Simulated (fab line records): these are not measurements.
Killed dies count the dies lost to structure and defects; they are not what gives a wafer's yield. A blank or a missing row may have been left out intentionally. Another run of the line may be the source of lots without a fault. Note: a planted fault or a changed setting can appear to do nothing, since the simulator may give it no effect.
The same fault as seen by 2 desks -- flow sfq_line -- each desk holds nothing but its own numbers, with what lay behind them at the end

== THE TOOL OWNER'S DESK: rie_metal-04 ==
The tool's own readings at SFQ_TRILAYER_M4_BARC_OPEN_METAL_ETCH_123 (etches BARC in O2, target depth 125 nm, time 41.7 s): means of the sampled wafers that have a number, for each lot that ran on this tool. The brackets show how far a lot's mean lies from the usual mean; more than 4 standard deviations puts the lot out of limits, marked OUT.
Columns: A = bias_w at SFQ_TRILAYER_M4_BARC_OPEN_METAL_ETCH_123, usual 80.06 W; B = drypump_motor_current_A at SFQ_TRILAYER_M4_BARC_OPEN_METAL_ETCH_123, usual 5.4 A; C = oes_product_au at SFQ_TRILAYER_M4_BARC_OPEN_METAL_ETCH_123, usual 0.685 a.u.
lot,first seen here,A,B,C
L335,day 42 14:16,80.24,5.1,0.683
L336,day 42 19:04,80.00,5.1,0.686
L337,day 42 20:16,80.18,5.1,0.677
L338,day 42 21:28,80.00,5.3,0.688
L350,day 56 16:05,79.93,5.1,0.686
L351,day 56 18:29,80.22,5.2,0.683
Finding of this desk: none of the 6 lots has anything out of limits.

== FROM THE METROLOGY DESK ==
Means of the sampled wafers that have a number, per lot and without regard to the tool the lot ran on: this is what the gauges read. The brackets show how far a lot's mean lies from the usual mean; more than 4 standard deviations puts the lot out of limits, marked OUT.
Columns: A = M4_NB_RS at SFQ_M4_RS_MEAS_924, usual 0.891 ohm/sq; B = M4_OVL at SFQ_M4_OVL_MEAS_926, usual -2 nm
lot,first seen here,A,B
L331,day 37 00:02,0.899,-5
L335,day 42 11:47,0.896,-5
L336,day 42 14:11,0.888,-6
L337,day 42 16:31,0.887,5
L338,day 42 17:44,0.881,-2
L350,day 56 05:40,0.893,-13
L351,day 56 08:04,0.904,-0
Finding of this desk: none of the 7 lots has anything out of limits.

== TAKEN TOGETHER ==
The tool owner's desk saw nothing out of limits.
At the metrology desk, nothing out of limits was observed.

== WHAT HAD BEEN PUT IN BY THE SIMULATOR ==
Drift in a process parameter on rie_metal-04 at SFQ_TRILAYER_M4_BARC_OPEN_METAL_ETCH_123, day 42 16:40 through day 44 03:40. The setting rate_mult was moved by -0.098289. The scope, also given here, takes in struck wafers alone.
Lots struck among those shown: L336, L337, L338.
